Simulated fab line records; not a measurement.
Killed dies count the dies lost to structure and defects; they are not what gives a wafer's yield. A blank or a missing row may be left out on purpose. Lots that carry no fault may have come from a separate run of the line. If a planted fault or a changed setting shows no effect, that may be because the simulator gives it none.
Chamber matching + flow gf180mcu + GF_POLY_GATE_ETCH_12 on rie diel-03: 4 sister chambers
The step etches BARC in N2/H2. 14 wafers are shown with their chamber, then 7 later ones without.

EACH WAFER AND ITS CHAMBER
| wafer  | chamber | drypump motor current A (A) | throttle valve pct (%) | oes product au (a.u.) |
|--------|---------|-----------------------------|------------------------|-----------------------|
| L586.1 | 3       | 5.3                         | 13.218                 | 0.735                 |
| L586.2 | 2       | 5.7                         | 13.218                 | 0.743                 |
| L586.3 | 1       | 5.6                         | 13.212                 | 0.729                 |
| L587.2 | 3       | 5.4                         | 13.230                 | 0.738                 |
| L587.5 | 0       | 6.3                         | 13.215                 | 0.741                 |
| L587.6 | 3       | 5.4                         | 13.211                 | 0.734                 |
| L588.1 | 0       | 6.3                         | 13.211                 | 0.739                 |
| L588.4 | 2       | 5.7                         | 13.210                 | 0.735                 |
| L588.6 | 1       | 5.6                         | 13.216                 | 0.740                 |
| L590.3 | 0       | 6.3                         | 13.204                 | 0.739                 |
| L590.4 | 2       | 5.7                         | 13.201                 | 0.736                 |
| L590.5 | 3       | 5.4                         | 13.214                 | 0.740                 |
| L594.4 | 1       | 5.6                         | 13.230                 | 0.748                 |
| L594.5 | 0       | 6.3                         | 13.214                 | 0.731                 |

SIGNATURES, as means of the wafers listed above
| reading                 | chamber 0 | chamber 1 | chamber 2 | chamber 3 | scatter within a chamber |
|-------------------------|-----------|-----------|-----------|-----------|--------------------------|
| drypump motor current A | 6.300     | 5.600     | 5.700     | 5.375     | 0.0274                   |
| throttle valve pct      | 13.21100  | 13.21933  | 13.20967  | 13.21825  | 0.00779                  |
| oes product au          | 0.73750   | 0.73900   | 0.73800   | 0.73675   | 0.00549                  |
Rule: for a wafer and a chamber, the distance is found by dividing, reading by reading, the gap between the wafer's reading and the chamber's mean by the reading's scatter, squaring, summing and taking the root. The wafer belongs to the nearest chamber; if the next one is less than 2 further off, it can't be placed. The scatter: the root of (the sum of the squares of (reading less its chamber's mean) over the shown wafers, divided by (wafers less chambers)).

WAFERS WITH NO CHAMBER GIVEN
| wafer  | drypump motor current A (A) | throttle valve pct (%) | oes product au (a.u.) |
|--------|-----------------------------|------------------------|-----------------------|
| L594.6 | 5.6                         | 13.234                 | 0.745                 |
| L600.1 | 6.3                         | 13.224                 | 0.736                 |
| L600.4 | 5.3                         | 13.208                 | 0.737                 |
| L600.6 | 5.5                         | 13.218                 | 0.736                 |
| L606.1 | 5.3                         | 13.216                 | 0.738                 |
| L606.2 | 5.6                         | 13.225                 | 0.732                 |
| L606.3 | 5.7                         | 13.207                 | 0.742                 |

WHICH CHAMBER EACH WENT THROUGH
| wafer  | from the rows above     | in truth |
|--------|-------------------------|----------|
| L594.6 | 1                       | 1        |
| L600.1 | 0                       | 0        |
| L600.4 | 3                       | 3        |
| L600.6 | can't be placed: 1 or 3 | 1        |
| L606.1 | 3                       | 3        |
| L606.2 | 1                       | 1        |
| L606.3 | 2                       | 2        |
6 of 7 placed correctly. Not placeable from these rows: 1 (in 1, the candidates include the true chamber). Wrongly placed: 0.
